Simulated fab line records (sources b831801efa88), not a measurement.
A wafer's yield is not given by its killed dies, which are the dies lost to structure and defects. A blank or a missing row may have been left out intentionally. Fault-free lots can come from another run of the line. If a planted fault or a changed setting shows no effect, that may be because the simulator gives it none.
Split-lot study :: flow sky130 :: on a route of 708 steps: 5 lots, 18 wafers read

== THE SPLIT ==
At SKY_LOCAL_INTERCONNECT_METAL_ETCH_14 (etches TiN in Cl2/BCl3, stops on PSG, target depth 110 nm, time 31.4 s), the setting time-s was moved away from the recipe's 31.4 s on 5 of the 18 wafers read, by -24.2% to +30.4%. The other wafers ran this setting at the recipe's value.

The reading comes from the split's own step.

== THE READING ==
KrF-thick_of_LOCAL_INTERCONNECT_COAT_06.thk-nm (the simulator's own value, which no gauge read), in nm, at SKY_LOCAL_INTERCONNECT_METAL_ETCH_14 (etches TiN in Cl2/BCl3, stops on PSG, target depth 110 nm, time 31.4 s). There is no usual value for it anywhere in the file. Here, 13 wafers ran the recipe; their average is 348.7 nm with a standard deviation of 1.3 nm.

wafer: L074.2
tool, chamber at the split: rie-metal-04, 1
time-s as run, s: 31.4
against the recipe: recipe
KrF-thick_of_LOCAL_INTERCONNECT_COAT_06.thk-nm, nm: 346.9
against lot-mates on the recipe: -

wafer: L074.3
tool, chamber at the split: rie-metal-04, 0
time-s as run, s: 38.86
against the recipe: +23.8%
KrF-thick_of_LOCAL_INTERCONNECT_COAT_06.thk-nm, nm: 336.9
against lot-mates on the recipe: -9.9

wafer: L074.4
tool, chamber at the split: rie-metal-04, 1
time-s as run, s: 31.4
against the recipe: recipe
KrF-thick_of_LOCAL_INTERCONNECT_COAT_06.thk-nm, nm: 346.6
against lot-mates on the recipe: -

wafer: L076.2
tool, chamber at the split: rie-metal-01, 0
time-s as run, s: 31.4
against the recipe: recipe
KrF-thick_of_LOCAL_INTERCONNECT_COAT_06.thk-nm, nm: 351.1
against lot-mates on the recipe: -

wafer: L076.4
tool, chamber at the split: rie-metal-01, 0
time-s as run, s: 31.4
against the recipe: recipe
KrF-thick_of_LOCAL_INTERCONNECT_COAT_06.thk-nm, nm: 350.3
against lot-mates on the recipe: -

wafer: L076.5
tool, chamber at the split: rie-metal-01, 0
time-s as run, s: 23.81
against the recipe: -24.2%
KrF-thick_of_LOCAL_INTERCONNECT_COAT_06.thk-nm, nm: 360.4
against lot-mates on the recipe: +9.7

wafer: L079.3
tool, chamber at the split: rie-metal-01, 0
time-s as run, s: 31.4
against the recipe: recipe
KrF-thick_of_LOCAL_INTERCONNECT_COAT_06.thk-nm, nm: 350.1
against lot-mates on the recipe: -

wafer: L079.5
tool, chamber at the split: rie-metal-01, 1
time-s as run, s: 31.4
against the recipe: recipe
KrF-thick_of_LOCAL_INTERCONNECT_COAT_06.thk-nm, nm: 349.1
against lot-mates on the recipe: -

wafer: L079.6
tool, chamber at the split: rie-metal-01, 0
time-s as run, s: 31.4
against the recipe: recipe
KrF-thick_of_LOCAL_INTERCONNECT_COAT_06.thk-nm, nm: 347.6
against lot-mates on the recipe: -

wafer: L082.3
tool, chamber at the split: rie-metal-04, 1
time-s as run, s: 31.4
against the recipe: recipe
KrF-thick_of_LOCAL_INTERCONNECT_COAT_06.thk-nm, nm: 349
against lot-mates on the recipe: -

wafer: L082.5
tool, chamber at the split: rie-metal-04, 1
time-s as run, s: 31.4
against the recipe: recipe
KrF-thick_of_LOCAL_INTERCONNECT_COAT_06.thk-nm, nm: 348.4
against lot-mates on the recipe: -

wafer: L082.6
tool, chamber at the split: rie-metal-04, 0
time-s as run, s: 31.4
against the recipe: recipe
KrF-thick_of_LOCAL_INTERCONNECT_COAT_06.thk-nm, nm: 349.7
against lot-mates on the recipe: -

wafer: L085.1
tool, chamber at the split: rie-metal-02, 1
time-s as run, s: 40.96
against the recipe: +30.4%
KrF-thick_of_LOCAL_INTERCONNECT_COAT_06.thk-nm, nm: 334.7
against lot-mates on the recipe: -13.4

wafer: L085.2
tool, chamber at the split: rie-metal-02, 0
time-s as run, s: 31.4
against the recipe: recipe
KrF-thick_of_LOCAL_INTERCONNECT_COAT_06.thk-nm, nm: 348.7
against lot-mates on the recipe: -

wafer: L085.3
tool, chamber at the split: rie-metal-02, 1
time-s as run, s: 31.4
against the recipe: recipe
KrF-thick_of_LOCAL_INTERCONNECT_COAT_06.thk-nm, nm: 347.3
against lot-mates on the recipe: -

wafer: L085.4
tool, chamber at the split: rie-metal-02, 0
time-s as run, s: 31.4
against the recipe: recipe
KrF-thick_of_LOCAL_INTERCONNECT_COAT_06.thk-nm, nm: 348.2
against lot-mates on the recipe: -

wafer: L085.5
tool, chamber at the split: rie-metal-02, 0
time-s as run, s: 40.96
against the recipe: +30.4%
KrF-thick_of_LOCAL_INTERCONNECT_COAT_06.thk-nm, nm: 336.2
against lot-mates on the recipe: -11.9

wafer: L085.6
tool, chamber at the split: rie-metal-02, 1
time-s as run, s: 40.96
against the recipe: +30.4%
KrF-thick_of_LOCAL_INTERCONNECT_COAT_06.thk-nm, nm: 335.4
against lot-mates on the recipe: -12.7

FIT RESULTS
A straight line over all 18 wafers: KrF-thick_of_LOCAL_INTERCONNECT_COAT_06.thk-nm changes by -0.453 nm for each +1% of time-s; r = -0.98; the points scatter about the line by 1.3 nm.
The same after taking each lot's own level away (the mean of its wafers on the recipe; 18 wafers): -0.412 nm for each +1%; r = -0.99; scatter 0.64 nm.
On that fit, the largest move of time-s shifts the reading by 13 nm.
From 346.75 to 350.70 nm: that is the span of the lots' own levels, equal to 3.0 times the standard deviation above.
So the lot-to-lot level changes the slope little: the two slopes agree.
Check: -12.3 nm against its lot-mates is what the line predicts for one of the wafers moved furthest among these (+30.4%) when that wafer is left out of the fit. Against them it came out at -13.4 nm.
Tool readings at the split's step, against how far the setting was moved: oes-product-au r = -0.95.

== THE OTHER SPLITS THESE WAFERS WENT THROUGH ==
These wafers also went through other splits before the reading. Each is held against what the fit with the lots' levels taken away leaves over:
other split on the same wafers: SKY_FIELD_ISO_ETCH_14 time-s
wafers away from the commonest value: 6
r with KrF-thick_of_LOCAL_INTERCONNECT_COAT_06.thk-nm (lot level and that fit taken away): +0.45

other split on the same wafers: SKY_POLY_GATE_ETCH_16 time-s
wafers away from the commonest value: 7
r with KrF-thick_of_LOCAL_INTERCONNECT_COAT_06.thk-nm (lot level and that fit taken away): -0.34

other split on the same wafers: SKY_LOCAL_INTERCONNECT_SPUTTER_00 time-s
wafers away from the commonest value: 0
r with KrF-thick_of_LOCAL_INTERCONNECT_COAT_06.thk-nm (lot level and that fit taken away): -

== THE WHOLE CHAIN: every reading that the file lists as answering this split, in the file's order ==
step: SKY_LOCAL_INTERCONNECT_METAL_ETCH_14
what it does: etches TiN in Cl2/BCl3, stops on PSG, target depth 110 nm, time 31.4 s
reading: KrF-thick_of_LOCAL_INTERCONNECT_COAT_06.thk-nm (the simulator's own value, which no gauge read)
change (the file's fit): -0.412 nm for each +1% of the setting
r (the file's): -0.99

step: SKY_LOCAL_INTERCONNECT_METAL_ETCH_14
what it does: etches TiN in Cl2/BCl3, stops on PSG, target depth 110 nm, time 31.4 s
reading: LOCAL_INTERCONNECT.feature-depth-nm (the simulator's own value, which no gauge read)
change (the file's fit): not straight: 83.28 at the lowest setting, 99.49 at the recipe, 107.3 at the highest
r (the file's): not given

step: SKY_LOCAL_INTERCONNECT_STRIP_15
what it does: strips in O2/N2
reading: strip-time-to-endpoint-s
change (the file's fit): withheld for each +1% of the setting
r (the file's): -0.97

== THE FILE'S OWN FIT ==
KrF-thick_of_LOCAL_INTERCONNECT_COAT_06.thk-nm changes by -0.412 nm for each +1% of time-s, r = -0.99.
